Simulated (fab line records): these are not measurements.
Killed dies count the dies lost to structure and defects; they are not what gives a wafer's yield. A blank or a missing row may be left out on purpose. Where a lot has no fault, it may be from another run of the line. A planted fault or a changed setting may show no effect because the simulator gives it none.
fab line records	flow sky130	part 1 of 2: steps 1 to 42 of 43
[record] lots = 6	wafers = 18	last-day = 49
route steps=708 shown METAL2@491 VIA2@507 METAL3@532 PAD_OPEN@708
lots that met no fault: from a run of the same line without faults
start-h: hours from the record's opening day to when the first of the lot's shown wafers began	wait-h: hours elapsed since this lot's preceding step	" same as the row above	L1.1+2: a row that stands for several wafers	- value missing, or start not given	* or withheld: withheld	< > ~ a bound
route shown NAME@n: a module of which the file shows steps, and the number in the route of the first	usual: the fault-free wafers' mean and standard deviation	same: alike in all rows	chamber/n: place in a boat	sites: each site's reading	_std_site: standard deviation across them	_edge_site: mean of outer sites minus mean of inner sites	radius-mm: how far each site lies from the wafer's centre	mask NAME#n: copy n	behind: the last tool/chamber to shape the wafer	hold: reason for holding the lot/hours on hold/outcome of the hold	device: transistor that didn't switch, given as n, p or np	end of line: the route-end tests of the same wafers	step lacking rows: just its recipe	killed: at the first sort, the dies lost to defects and structure; wafer yield is something else	map: a wafer's dies, x killed, . not, _ none there
set.NAME: the setting the step ran with; set.NAME@STEP: the setting that earlier step ran with	model.NAME: the simulator's own value behind a step, which no gauge read
lots seen at some steps along the route; tables by step, rows by wafer
services: from which hour (start-h, from the record's first day; less than 0 if before it) a tool's chamber was out of use, for how many hours, and why
[[steps]]
[step SKY_METAL2_HMDS_08]
[recipe] prime-time-s = 60	prime-temp-c = 120
[step SKY_METAL2_COAT_09]
[recipe] resist = BARC	temp-c = withheld	time-s = withheld	spin-rpm = 3000	resist-thk-nm = 60
[step SKY_METAL2_COAT_10]
[recipe] resist = KrF-thick	spin-rpm = 3000	resist-thk-nm = 450
[step SKY_METAL2_SOFTBAKE_11]
[recipe] temp-c = 100	time-s = 90	resist = KrF-thick
[step SKY_METAL2_EXPOSE_12]
[recipe] mask-id = MM2	na = 0.8	source-shape = annular	sigma-inner = 0.55	sigma-outer = 0.85	target-cd-nm = 140	dose-mj = 28
[step SKY_METAL2_PEB_13]
[recipe] peb-temp-c = withheld	peb-time-s = withheld	resist = KrF-thick
[step SKY_METAL2_DEVELOP_14]
[recipe] develop-time-s = 60	resist = KrF-thick	dev-temp-c = 21
[step SKY_METAL2_CD_MEAS_15]
[recipe] target-cd-nm = 140
[usual] cd-nm = 139.6/1.6
lot.wafer	tool	chamber	start-h	wait-h	cd-nm
L956.1	cd-sem-02	-	815.93	-	140.2
L956.4	"	-	"	"	140.5
L956.5	"	-	"	"	141.4
L959.1	cd-sem-02	-	841.88	-	138.9
L959.2	"	-	"	"	141.3
L959.5	"	-	"	"	141.6
L960.2	cd-sem-02	-	844.80	-	137.5
L960.3	"	-	"	"	136.5
L960.6	"	-	"	"	136.1
L961.3	cd-sem-02	-	865.37	-	139.6
L961.5	"	-	"	"	139.9
L961.6	"	-	"	"	141.1
L970.2	cd-sem-02	-	921.25	-	139.6
L970.4	"	-	"	"	140.0
L970.5	"	-	"	"	139.6
L977.1	cd-sem-01	-	965.84	-	138.9
L977.4	"	-	"	"	138.4
L977.5	"	-	"	"	139.0
[step SKY_METAL2_OVL_MEAS_16]
[usual] METAL2_OVL = -1/4.7
lot.wafer	tool	chamber	start-h	wait-h	METAL2_OVL[nm]
L956.1	overlay-02	-	816.05	0.1	0
L956.4	"	-	"	"	0
L956.5	"	-	"	"	4
L959.1	overlay-02	-	842.00	0.1	4
L959.2	"	-	"	"	-7
L959.5	"	-	"	"	1
L960.2	overlay-01	-	844.91	0.1	-1
L960.3	"	-	"	"	0
L960.6	"	-	"	"	3
L961.3	overlay-02	-	865.47	0.1	-3
L961.5	"	-	"	"	-4
L961.6	"	-	"	"	4
L970.2	overlay-01	-	921.37	0.1	0
L970.4	"	-	"	"	5
L970.5	"	-	"	"	1
L977.1	overlay-01	-	965.96	0.1	0
L977.4	"	-	"	"	2
L977.5	"	-	"	"	1
[step SKY_METAL2_DESCUM_17]
[recipe] chemistry = O2	source-power-w = 150	bias-power-w = 0	pressure-mtorr = 10	temp-c = 40	time-s = 8
[usual] drypump-motor-current-A = 5.8/0.5	oes-product-au = 1.002/0.018
lot.wafer	tool	chamber	start-h	wait-h	drypump-motor-current-A	oes-product-au	rf-hours-counter-h
L956.1	rie-metal-01	1	816.09	0.0	5.2	1.001	14
L956.4	"	0	"	"	6.3	0.990	-
L956.5	"	0	"	"	6.3	0.976	-
L959.1	rie-metal-03	0	842.04	0.0	5.6	1.036	3
L959.2	"	1	"	"	6.0	0.983	6
L959.5	"	0	"	"	5.6	1.025	-
L960.2	rie-metal-01	1	844.94	0.0	5.2	1.003	15
L960.3	"	0	"	"	6.3	1.003	-
L960.6	"	1	"	"	5.1	0.997	-
L961.3	rie-metal-01	1	865.50	0.0	5.2	1.003	-
L961.5	"	0	"	"	6.3	0.993	-
L961.6	"	1	"	"	5.2	1.004	-
L970.2	rie-metal-03	1	921.40	0.0	6.0	0.989	9
L970.4	"	1	"	"	6.0	0.994	-
L970.5	"	1	"	"	6.0	0.987	-
L977.1	rie-metal-02	0	965.99	0.0	6.6	1.007	6
L977.4	"	1	"	"	5.3	0.996	-
L977.5	"	1	"	"	5.3	0.991	-
[step SKY_METAL2_ETCH_18]
[recipe] chemistry = N2/H2	target = BARC	ion-energy-ev = 200	bias-w = 100	pressure-mtorr = 30	n2-flow-sccm = 100	h2-flow-sccm = 200	icp-w = 500	stop-on = SiO2	time-s = 45.9	target-depth-a = 600
[step SKY_METAL2_METAL_ETCH_19]
[recipe] target-depth-a = 3600	stop-on = SiO2	over-etch-frac = 0.3	time-s = 78	chemistry = Cl2/BCl3	resist-sidewall-deg = 88	pressure-mtorr = 10	icp-w = 900	bias-w = 48.5	Cl2_flow_sccm = 60	bcl3-flow-sccm = 30
[usual] drypump-motor-current-A = 5.8/0.49	oes-product-au = 0.854/0.0059	throttle-valve-pct = 22.265/0.009
lot.wafer	tool	chamber	start-h	wait-h	drypump-motor-current-A	oes-product-au	rf-hours-counter-h	throttle-valve-pct
L956.1	rie-metal-01	1	816.19	0.0	5.2	0.851	14	22.259
L956.4	"	0	"	"	6.3	0.852	-	22.272
L956.5	"	0	"	"	6.3	0.843	-	22.265
L959.1	rie-metal-03	0	842.13	0.0	5.6	0.856	3	22.273
L959.2	"	1	"	"	6.0	0.847	6	22.259
L959.5	"	0	"	"	5.6	0.849	-	22.256
L960.2	rie-metal-01	1	845.04	0.0	5.2	0.853	15	22.257
L960.3	"	0	"	"	6.3	0.859	-	22.270
L960.6	"	1	"	"	5.2	0.860	-	22.247
L961.3	rie-metal-01	1	865.62	0.1	5.2	0.856	-	22.265
L961.5	"	0	"	"	6.3	0.850	-	22.259
L961.6	"	1	"	"	5.2	0.857	-	22.254
L970.2	rie-metal-03	1	921.50	0.0	5.9	0.856	9	22.270
L970.4	"	1	"	"	5.9	0.854	-	22.267
L970.5	"	1	"	"	5.9	0.858	-	22.263
L977.1	rie-metal-02	0	966.09	0.0	6.6	0.859	6	22.262
L977.4	"	1	"	"	5.3	0.837	-	22.270
L977.5	"	1	"	"	5.3	0.844	-	22.257
[step SKY_METAL2_STRIP_20]
[recipe] chemistry = O2/N2	power-w = 1400	pressure-mtorr = 1500	platen-temp-c = withheld	o2-flow-sccm = 3000	n2-flow-sccm = 300	overash-fraction = 0.5
[usual] drypump-motor-current-A = 5.6/0.34	oes-product-au = 0.341/0.0058	strip-time-to-endpoint-s = 2.68/0.088
lot.wafer	tool	chamber	start-h	wait-h	drypump-motor-current-A	oes-product-au	rf-hours-counter-h	strip-time-to-endpoint-s
L956.1	plasma-asher-03	1	816.28	0.1	5.5	0.350	40	2.69
L956.4	"	0	"	"	5.8	0.338	-	2.74
L956.5	"	0	"	"	5.8	0.341	-	2.73
L959.1	plasma-asher-02	0	842.22	0.1	5.1	0.331	102	2.52
L959.2	"	1	"	"	5.9	0.351	102	2.79
L959.5	"	0	"	"	5.1	0.332	-	2.55
L960.2	plasma-asher-03	1	845.13	0.1	5.5	0.344	43	2.73
L960.3	"	0	"	"	5.8	0.345	-	2.77
L960.6	"	0	"	"	5.8	0.343	-	2.69
L961.3	plasma-asher-03	0	865.71	0.1	5.8	0.338	-	2.62
L961.5	"	1	"	"	5.5	0.346	-	2.71
L961.6	"	0	"	"	5.8	0.337	-	2.64
L970.2	plasma-asher-03	1	921.59	0.1	5.5	0.351	51	2.78
L970.4	"	0	"	"	5.8	0.342	-	2.79
L970.5	"	0	"	"	5.8	0.345	-	2.79
L977.1	plasma-asher-03	0	966.18	0.1	5.8	0.349	55	2.70
L977.4	"	1	"	"	5.5	0.344	-	2.82
L977.5	"	0	"	"	5.8	0.351	-	2.77
[step SKY_METAL2_STRIP_21]
[recipe] chemistry = post-etch-residue-remover	time-s = 1200	temp-c = 72.5
[step SKY_METAL2_CLEAN_22]
[recipe] chemistry = IPA	time-s = 180	temp-c = 25
[step SKY_METAL2_CLEAN_23]
[recipe] chemistry = O3/DIW	dry = n2-spin
[step SKY_VIA2_HDPCVD_00]
[recipe] material = SiO2	target-thk-nm = 1180	sigma-open-frac = 0.3	time-s = 196.7	temp-c = 400	sih4-flow-sccm = 60	pressure-mtorr = 6
[step SKY_VIA2_THK_MEAS_01]
[recipe] reads = SiO2_of_VIA2_HDPCVD_00
[usual] VIA2_HDPCVD_THK = 1180/14
lot.wafer	tool	chamber	start-h	wait-h	VIA2_HDPCVD_THK[nm]
L956.1	film-metro-03	-	816.99	0.1	1181
L956.4	"	-	"	"	1188
L956.5	"	-	"	"	1188
L959.1	film-metro-01	-	842.95	0.1	1201
L959.2	"	-	"	"	1170
L959.5	"	-	"	"	1174
L960.2	film-metro-03	-	845.85	0.1	1168
L960.3	"	-	"	"	1193
L960.6	"	-	"	"	1177
L961.3	film-metro-03	-	866.41	0.1	1148
L961.5	"	-	"	"	1198
L961.6	"	-	"	"	1179
L970.2	film-metro-03	-	922.32	0.1	1184
L970.4	"	-	"	"	1161
L970.5	"	-	"	"	1179
L977.1	film-metro-02	-	966.90	0.1	1185
L977.4	"	-	"	"	1183
L977.5	"	-	"	"	1179
[step SKY_VIA2_CMP_02]
[recipe] material = SiO2	down-force-psi = 4	platen-rpm = 60	pad-velocity-m-s = 0.94248
[usual] head-pressure-psi = 4.000/0.0082	motor-current-A = 12.0/1.1	retaining-ring-pressure-frac = 1.000/0.0057
lot.wafer	tool	chamber	start-h	wait-h	head-pressure-psi	motor-current-A	retaining-ring-pressure-frac
L956.1	cmp-02	1	817.05	0.1	4.004	9.8	1.001
L956.4	"	2	"	"	4.002	12.9	1.006
L956.5	"	1	"	"	3.997	9.9	1.005
L959.2	cmp-01	0	843.01	0.0	4.012	12.1	1.000
L959.1	"	3	"	"	4.004	12.5	0.992
L959.5	"	0	"	"	4.004	12.8	1.004
L960.3	cmp-02	0	845.90	0.0	3.990	12.3	0.993
L960.2	"	3	"	"	4.008	11.7	1.000
L960.6	"	0	"	"	3.999	12.4	0.994
L961.3	cmp-01	0	866.60	0.2	4.007	11.7	0.985
L961.6	"	1	"	"	3.991	10.7	0.997
L961.5	"	2	"	"	3.988	13.0	1.001
L970.2	cmp-01	1	922.37	0.0	4.012	10.9	0.994
L970.4	"	3	"	"	3.999	12.9	0.992
L970.5	"	2	"	"	4.012	13.7	1.000
L977.4	cmp-02	3	967.01	0.1	4.009	11.6	1.003
L977.1	"	1	"	"	4.021	9.9	0.993
L977.5	"	3	"	"	4.008	11.2	1.001
[step SKY_VIA2_BOW_MEAS_03]
[recipe] mode = bow
[usual] VIA2_BOW = 87/7.2
lot.wafer	tool	chamber	start-h	wait-h	VIA2_BOW[um]
L956.1	film-metro-01	-	817.35	0.2	94
L956.4	"	-	"	"	85
L956.5	"	-	"	"	86
L959.1	film-metro-03	-	843.31	0.1	86
L959.2	"	-	"	"	85
L959.5	"	-	"	"	82
L960.2	film-metro-03	-	846.22	0.1	81
L960.3	"	-	"	"	93
L960.6	"	-	"	"	90
L961.3	film-metro-02	-	866.79	0.1	84
L961.5	"	-	"	"	88
L961.6	"	-	"	"	96
L970.2	film-metro-02	-	922.69	0.3	82
L970.4	"	-	"	"	85
L970.5	"	-	"	"	81
L977.1	film-metro-02	-	967.26	0.1	94
L977.4	"	-	"	"	92
L977.5	"	-	"	"	89
[step SKY_VIA2_DEHYDRATE_04]
[recipe] temp-c = 200	time-s = 60
[step SKY_VIA2_HMDS_05]
[recipe] prime-time-s = 60	prime-temp-c = 120
[step SKY_VIA2_COAT_06]
[recipe] resist = BARC	temp-c = withheld	time-s = withheld	spin-rpm = 3000	resist-thk-nm = 59.41
[step SKY_VIA2_COAT_07]
[recipe] resist = KrF-thick	spin-rpm = 3000	resist-thk-nm = 450
[step SKY_VIA2_SOFTBAKE_08]
[recipe] temp-c = 100	time-s = 90	resist = KrF-thick
[step SKY_VIA2_EXPOSE_09]
[recipe] mask-id = VIM2	na = 0.8	source-shape = annular	sigma-inner = 0.55	sigma-outer = 0.85	target-cd-nm = 200	dose-mj = 38
[step SKY_VIA2_PEB_10]
[recipe] peb-temp-c = withheld	peb-time-s = withheld	resist = KrF-thick
[step SKY_VIA2_DEVELOP_11]
[recipe] develop-time-s = 60	resist = KrF-thick	dev-temp-c = 21
[step SKY_VIA2_CD_MEAS_12]
[recipe] target-cd-nm = 200
[usual] cd-nm = 200.0/1.3
lot.wafer	tool	chamber	start-h	wait-h	cd-nm
L956.1	cd-sem-02	-	843.78	-	198.7
L956.4	"	-	"	"	198.8
L956.5	"	-	"	"	199.0
L959.1	cd-sem-02	-	869.28	-	201.3
L959.2	"	-	"	"	200.7
L959.5	"	-	"	"	200.3
L960.2	cd-sem-02	-	872.05	-	202.9
L960.3	"	-	"	"	201.5
L960.6	"	-	"	"	200.0
L961.3	cd-sem-02	-	893.07	-	198.8
L961.5	"	-	"	"	199.5
L961.6	"	-	"	"	198.6
L970.2	cd-sem-01	-	947.40	-	198.6
L970.4	"	-	"	"	197.9
L970.5	"	-	"	"	198.4
L977.1	cd-sem-01	-	991.53	-	200.3
L977.4	"	-	"	"	200.2
L977.5	"	-	"	"	200.9
[step SKY_VIA2_OVL_MEAS_13]
[usual] VIA2_OVL = -4/6
lot.wafer	tool	chamber	start-h	wait-h	VIA2_OVL[nm]
L956.1	overlay-01	-	843.90	0.1	-8
L956.4	"	-	"	"	0
L956.5	"	-	"	"	-4
L959.1	overlay-02	-	869.40	0.1	1
L959.2	"	-	"	"	-1
L959.5	"	-	"	"	5
L960.2	overlay-02	-	872.16	0.1	6
L960.3	"	-	"	"	6
L960.6	"	-	"	"	3
L961.3	overlay-01	-	893.17	0.1	-4
L961.5	"	-	"	"	-1
L961.6	"	-	"	"	-10
L970.2	overlay-01	-	947.51	0.1	16
L970.4	"	-	"	"	7
L970.5	"	-	"	"	5
L977.1	overlay-01	-	991.65	0.1	1
L977.4	"	-	"	"	-1
L977.5	"	-	"	"	5
[step SKY_VIA2_ETCH_14]
[recipe] chemistry = N2/H2	target = BARC	ion-energy-ev = 200	source-w = 500	bias-w = 100	pressure-mtorr = 30	n2-flow-sccm = 100	h2-flow-sccm = 200	stop-on = SiO2	time-s = 45.9	target-depth-a = 600
[step SKY_VIA2_ETCH_15]
[recipe] target = SiO2	chemistry = C4F8/O2/Ar	target-depth-nm = 546	stop-on = TiN	mask-material = KrF-thick	source-w = 1500	bias-w = 1200	pressure-mtorr = 40	c4f8-flow-sccm = withheld	O2_flow_sccm = 6	Ar_flow_sccm = 300	time-s = 84
[step SKY_VIA2_STRIP_16]
[recipe] chemistry = O2/N2	power-w = 1400	pressure-mtorr = 1500	platen-temp-c = withheld	o2-flow-sccm = 3000	n2-flow-sccm = 300	overash-fraction = 0.5
[step SKY_VIA2_STRIP_17]
[recipe] chemistry = post-etch-residue-remover	time-s = 1200	temp-c = 72.5
[step SKY_VIA2_CLEAN_18]
[recipe] chemistry = IPA	time-s = 180	temp-c = 25
[step SKY_VIA2_CLEAN_19]
[recipe] chemistry = O3/DIW	dry = n2-spin
[step SKY_VIA2_SPUTTER_20]
[recipe] material = TiN	target-thk-nm = 20	chamber-pressure-pa = 5	power-w = 4000	time-s = 80
[usual] cathode-dc-power-W = 3999.9/0.77	throttle-valve-pct = 30.2/1.4
lot.wafer	tool	chamber	start-h	wait-h	cathode-dc-power-W	throttle-valve-pct
L956.1	pvd-sputter-03	-	844.63	0.0	4000.8	31.5
L956.4	"	-	"	"	4000.2	27.8
L956.5	"	-	"	"	4000.0	30.5
L959.1	pvd-sputter-03	-	870.14	0.0	3999.8	28.0
L959.2	"	-	"	"	4000.5	31.3
L959.5	"	-	"	"	4000.9	28.0
L960.2	pvd-sputter-01	-	872.88	0.0	4000.0	29.3
L960.3	"	-	"	"	3999.7	32.2
L960.6	"	-	"	"	3998.6	27.4
L961.3	pvd-sputter-03	-	893.90	0.0	4000.1	30.5
L961.5	"	-	"	"	4000.6	31.6
L961.6	"	-	"	"	3999.2	27.8
L970.2	pvd-sputter-04	-	948.27	0.0	4000.4	30.0
L970.4	"	-	"	"	3999.3	30.3
L970.5	"	-	"	"	3999.8	31.7
L977.1	pvd-sputter-03	-	992.42	0.0	3999.9	31.8
L977.4	"	-	"	"	3999.5	31.1
L977.5	"	-	"	"	4000.5	30.7
[step SKY_VIA2_CVD_21]
[recipe] material = W	target-thk-nm = 420	time-s = 126.4	temp-c = 400	pressure-torr = 40
[step SKY_VIA2_RS_MEAS_22]
[recipe] thk-meas-gauge = four-point-probe	reads = W_of_VIA2_CVD_21+TiN_of_VIA2_SPUTTER_20
[usual] VIA2_W_RS = 0.271/0.0042
lot.wafer	tool	chamber	start-h	wait-h	VIA2_W_RS[ohm/sq]
L956.1	film-metro-01	-	844.83	0.1	0.270
L956.4	"	-	"	"	0.274
L956.5	"	-	"	"	0.276
L959.1	film-metro-03	-	870.33	0.1	0.271
L959.2	"	-	"	"	0.270
L959.5	"	-	"	"	0.274
L960.2	film-metro-03	-	873.10	0.1	0.275
L960.3	"	-	"	"	0.277
L960.6	"	-	"	"	0.279
L961.3	film-metro-03	-	894.13	0.1	0.269
L961.5	"	-	"	"	0.275
L961.6	"	-	"	"	0.276
L970.2	film-metro-02	-	948.48	0.1	0.275
L970.4	"	-	"	"	0.270
L970.5	"	-	"	"	0.275
L977.1	film-metro-03	-	992.75	0.2	0.267
L977.4	"	-	"	"	0.268
L977.5	"	-	"	"	0.268
[step SKY_VIA2_THK_MEAS_23]
[recipe] thk-meas-gauge = xrf	reads = W_of_VIA2_CVD_21
[usual] VIA2_W_THK = 426/7.5
lot.wafer	tool	chamber	start-h	wait-h	VIA2_W_THK[nm]
L956.1	film-metro-01	-	844.95	0.1	426
L956.4	"	-	"	"	424
L956.5	"	-	"	"	421
L959.1	film-metro-03	-	870.45	0.1	431
L959.2	"	-	"	"	430
L959.5	"	-	"	"	422
L960.2	film-metro-03	-	873.21	0.1	423
L960.3	"	-	"	"	416
L960.6	"	-	"	"	416
L961.3	film-metro-03	-	894.23	0.1	424
L961.5	"	-	"	"	416
L961.6	"	-	"	"	414
L970.2	film-metro-02	-	948.59	0.1	420
L970.4	"	-	"	"	432
L970.5	"	-	"	"	423
L977.1	film-metro-03	-	992.87	0.1	436
L977.4	"	-	"	"	433
L977.5	"	-	"	"	433
[step SKY_VIA2_CMP_24]
[recipe] stop-on = SiO2	t-overpolish-s = 20	down-force-psi = 3.5	platen-rpm = 60	target-thk-nm = 0	pad-velocity-m-s = 0.94248
[step SKY_METAL3_SPUTTER_00]
[recipe] material = Ti	target-thk-nm = 15	power-w = 3000	time-s = 10	chamber-pressure-pa = 0.4
[usual] cathode-dc-power-W = 3000.0/0.57	throttle-valve-pct = 30.1/1.4
lot.wafer	tool	chamber	start-h	wait-h	cathode-dc-power-W	throttle-valve-pct
L956.1	pvd-sputter-02	-	845.31	0.2	2999.5	30.7
L956.4	"	-	"	"	2999.5	30.4
L956.5	"	-	"	"	3000.9	30.5
L959.1	pvd-sputter-01	-	870.84	0.1	2999.7	27.5
L959.2	"	-	"	"	3000.3	28.7
L959.5	"	-	"	"	3000.5	27.6
L960.2	pvd-sputter-02	-	873.56	0.2	3000.2	30.8
L960.3	"	-	"	"	2999.7	31.8
L960.6	"	-	"	"	2999.6	30.3
L961.3	pvd-sputter-01	-	894.57	0.1	2999.8	28.8
L961.5	"	-	"	"	2999.0	27.4
L961.6	"	-	"	"	2999.6	28.7
L970.2	pvd-sputter-01	-	948.94	0.2	3000.3	28.6
L970.4	"	-	"	"	2999.9	32.0
L970.5	"	-	"	"	3000.7	27.3
L977.1	pvd-sputter-01	-	993.23	0.2	3000.3	32.4
L977.4	"	-	"	"	2999.0	29.6
L977.5	"	-	"	"	3000.1	32.3
